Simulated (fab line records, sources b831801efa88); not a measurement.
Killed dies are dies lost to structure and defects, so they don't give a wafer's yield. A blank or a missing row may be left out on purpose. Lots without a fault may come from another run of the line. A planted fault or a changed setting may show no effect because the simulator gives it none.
A struck lot beside a sound one | flow sky130 | 17 steps out of a route of 708
Sound: wafers L880.1, L880.2, L880.6. Struck: wafers L864.3, L864.4, L864.6. The cause comes at the end.
At each step with rows: each side's tool, then ch and its chambers, then its first start. Under that, the readings that differ: sound wafers | struck wafers | difference of the means | sigmas: that difference in standard deviations of wafers without a fault.
alike: readings whose means differ by less than 2 such deviations, and words and numbers that are the same on both sides. not compared: withheld readings, readings that some wafer has no value for, bounds like >300 that may hide the same value, and numbers for which the record gives no deviation and whose values overlap.
The two part at a step that has a row with sigmas, a row that says differs or no value, or rows on one side only. Numbers that don't overlap but have no deviation are shown without sigmas and don't part them. A reading that every wafer of one side lacks parts them only if that side has two wafers or more.

SKY_LDD_HVN_OVL_MEAS_07:
  sound on overlay-01, day 26 20:47; struck on overlay-02, day 21 09:02
  reading          | sound       | struck         | difference | sigmas
  LDD_HVN_OVL (nm) | 0.7 0.8 0.3 | -2.0 -3.4 -1.5 | -2.9       | -2
then, 1 step without rows for these wafers: SKY_LDD_HVN_IMPLANT_08.
SKY_LDD_HVN_STRIP_09: strips in O2/N2.
  sound on plasma_asher-03 ch 0,1, day 26 20:58; struck on plasma_asher-03 ch 0,1, day 21 09:15
  alike: chamber_pressure_mTorr, drypump_motor_current_A, oes_product_au, strip_time_to_endpoint_s
  not compared: rf_hours_counter_h
SKY_LDD_HVN_TW_MEAS_10:
  sound on film_metro-03, day 26 21:04; struck on film_metro-02, day 21 09:20
  alike: LDD_HVN_TW
then, 7 steps without rows for these wafers: SKY_LDD_HVP_DEHYDRATE_00 (time 60 s); SKY_LDD_HVP_HMDS_01 (prime time 60 s); SKY_LDD_HVP_COAT_02 (resist thk 300 nm); SKY_LDD_HVP_SOFTBAKE_03 (time 60 s); SKY_LDD_HVP_EXPOSE_04 (exposes mask HVPTM, target cd 700 nm); SKY_LDD_HVP_PEB_05; SKY_LDD_HVP_DEVELOP_06 (develop time 60 s).
SKY_LDD_HVP_OVL_MEAS_07:
  sound on overlay-02, day 28 01:26; struck on overlay-02, day 22 16:12
  reading          | sound       | struck      | difference | sigmas
  LDD_HVP_OVL (nm) | 3.0 4.1 3.2 | 0.7 0.6 0.5 | -2.8       | -2
SKY_LDD_HVP_IMPLANT_08:
  sound on implanter-01 ch 0, day 28 01:29; struck on implanter-04 ch 0, day 22 16:51
  reading         | sound                | struck               | difference | sigmas
  beam_energy_keV | 20.010 20.004 20.005 | 19.988 19.984 20.001 | -0.015     | -2
  alike: tilt_deg
SKY_LDD_HVP_STRIP_09: strips in O2/N2.
  sound on plasma_asher-01 ch 0,1, day 28 01:38; struck on plasma_asher-01 ch 0,1, day 22 17:05
  alike: chamber_pressure_mTorr, drypump_motor_current_A, oes_product_au, strip_time_to_endpoint_s
  not compared: rf_hours_counter_h
SKY_LDD_HVP_TW_MEAS_10:
  sound on film_metro-02, day 28 01:44; struck on film_metro-02, day 22 17:11
  reading    | sound       | struck      | difference | sigmas
  LDD_HVP_TW | 453 452 452 | 555 558 554 | +103       | +22
then, 1 step without rows for these wafers: SKY_LDD_LDN_DEHYDRATE_00 (time 60 s).
-- the record jumps here: 24 days lie between the struck wafers' starts before and after (it left off in module LDD_LDN and takes up again in module PAD_OPEN, whose first step shown is number 708 of the route) --
SKY_PAD_OPEN_PROBE_99:
  sound on prober-02, day 50 00:52; struck on prober-02, day 46 13:46
  reading                                   | sound                   | struck                  | difference | sigmas
  model.etest.tip_p_5v.rs_ohm_sq            | 2835 2853 2856          | 1726 1734 1734          | -1117      |
  model.etest.pfet_g5v0d10v5.r_on_ohm_um    | 4707 4738 4698          | 4335 4293 4334          | -394       |
  model.etest.pfet_g5v0d10v5.drive_ua_um    | 345 344.1 344.4         | 378.2 387.7 377.9       | +36.8      |
  model.etest.pfet_g5v0d10v5.off_log10_a_um | -12.2 -12.16 -12.38     | -10.63 -10.53 -10.82    | +1.59      |
  model.etest.ring_5v.delay_ps              | 44.35 44.44 44.52       | 43.59 42.79 44.09       | -0.95      |
  model.etest.pfet_g5v0d10v5.vt_sat_v (V)   | -0.5914 -0.5997 -0.6163 | -0.4765 -0.4585 -0.4826 | +0.1299    |
  alike: killed_at_M0_to_M3, killed_at_M4_up, killed_at_contacts, killed_at_front_end, killed_at_other, killed_dies, killed_open, killed_short
  not compared: model.etest.tip_p_5v.rs_ohm_sq_range, model.etest.res_pdiff_hv.rs_ohm_sq

WHERE THEY PART
First at SKY_LDD_HVN_OVL_MEAS_07; last, within this record, at SKY_LDD_HVP_TW_MEAS_10. Later steps at which nothing parts them and some readings are alike: SKY_PAD_OPEN_PROBE_99.

WHY: what the simulator had put in
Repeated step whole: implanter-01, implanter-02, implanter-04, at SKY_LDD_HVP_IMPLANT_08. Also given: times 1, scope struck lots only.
